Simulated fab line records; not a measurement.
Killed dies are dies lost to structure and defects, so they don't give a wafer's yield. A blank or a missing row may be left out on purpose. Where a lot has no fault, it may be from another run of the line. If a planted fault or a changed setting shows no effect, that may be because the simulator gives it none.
Struck lot and sound lot, side by side :: flow sfq_line :: 14 out of 325 route steps
Sound: the wafers L965.1, L965.3, L965.5. Struck: wafer L956.3; the same lot's L956.6 was not struck, so it is left out; see the end for the cause.
Each step with rows lists, per side, the tool, then ch with its chambers, then its first start. Under that, the readings that differ: sound wafers :: struck wafers :: difference of the means :: sigmas: that difference in standard deviations of wafers without a fault.
alike: readings whose means differ by less than 2 such deviations, and words and numbers that are the same on both sides. not compared: withheld readings, readings that some wafer has no value for, bounds like >300 that may hide the same value, and numbers for which the record gives no deviation and whose values overlap.
Wherever a step has rows on one side only, a row that says differs or no value, or a row with sigmas, the two part there. Numbers that have no deviation but don't overlap get no sigmas and don't part them. Lack of a reading on every wafer of one side parts them only where that side has two or more wafers.

first, 2 steps without rows for these wafers: SFQ_TRILAYER_I1_VIA_STRIP_SOLV_CLEAN_054 (cleans in NMP, time 600 s); SFQ_TRILAYER_M2_DEP_PRE_CLEAN_056 (time 22.5 s).
SFQ_TRILAYER_M2_DEP_SPUTTER_055: material Nb, target thk 200 nm, time 133.3 s.
  sound on pvd_sputter-06, day 34 06:55; struck on pvd_sputter-05, day 29 04:23
  alike: throttle_valve_pct
SFQ_M2_RS_MEAS_914: measurement is done with a four-point probe.
  sound on film_metro-02, day 34 07:00; struck on film_metro-03, day 29 04:31
  alike: M2_NB_RS
then, 6 steps without rows for these wafers: SFQ_TRILAYER_M2_LITHO_COAT_062 (resist thk 62 nm); SFQ_TRILAYER_M2_LITHO_COAT_057 (resist thk 600 nm); SFQ_TRILAYER_M2_LITHO_SOFTBAKE_061; SFQ_TRILAYER_M2_LITHO_EXPOSE_058 (exposes mask M2, target cd 500 nm); SFQ_TRILAYER_M2_LITHO_PEB_060 (peb time 60 s); SFQ_TRILAYER_M2_LITHO_DEVELOP_059 (time 60 s).
-- the record jumps here: 6 days lie between the struck wafers' starts before and after --
SFQ_M2_OVL_MEAS_916:
  sound on overlay-01, day 39 22:14; struck on overlay-01, day 35 15:53
  alike: M2_OVL
SFQ_TRILAYER_M2_BARC_OPEN_METAL_ETCH_077: etches BARC in O2, target depth 125 nm, time 41.7 s.
  sound on rie_metal-02 ch 1, day 39 22:17; struck on rie_metal-02 ch 0, day 35 15:56
reading: oes_product_au (a.u.)
sound: 0.676 0.677 0.684
struck: 0.781
difference: +0.102
sigmas: +20

reading: run_length_s (s)
sound: 69.9 69.9 70.0
struck: 64.1
difference: -5.8
sigmas: -13

reading: model.KrF_of_TRILAYER_M2_LITHO_COAT_057.thk_nm (nm)
sound: 523.5 525.3 524.7
struck: 529.9
difference: +5.4
sigmas: 
  alike: drypump_motor_current_A
  not compared: rf_hours_counter_h
SFQ_TRILAYER_M2_ETCH_METAL_ETCH_060: etches Nb in Cl2/Ar, stops on SiO2, target depth 240 nm, time 120 s.
  sound on rie_metal-02 ch 1, day 39 22:20; struck on rie_metal-02 ch 0, day 35 16:01
reading: model.KrF_of_TRILAYER_M2_LITHO_COAT_057.thk_nm (nm)
sound: 385.5 386.8 386.3
struck: 389.2
difference: +3.0
sigmas: 
  alike: drypump_motor_current_A, oes_product_au, run_length_s
  not compared: rf_hours_counter_h
SFQ_TRILAYER_M2_STRIP_STRIP_061: strips in O2.
  sound on rie_metal-02 ch 1, day 39 22:28; struck on rie_metal-02 ch 0, day 35 16:18
  alike: drypump_motor_current_A, oes_product_au, platen_temp_c
  not compared: rf_hours_counter_h

## WHERE THEY PART
Within this record, at SFQ_TRILAYER_M2_BARC_OPEN_METAL_ETCH_077 only. Later steps at which nothing parts them and some readings are alike: SFQ_TRILAYER_M2_ETCH_METAL_ETCH_060, SFQ_TRILAYER_M2_STRIP_STRIP_061.

WHY: the cause the simulator had injected
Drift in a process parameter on rie_metal-02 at SFQ_TRILAYER_M2_BARC_OPEN_METAL_ETCH_077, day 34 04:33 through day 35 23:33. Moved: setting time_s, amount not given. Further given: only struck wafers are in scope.
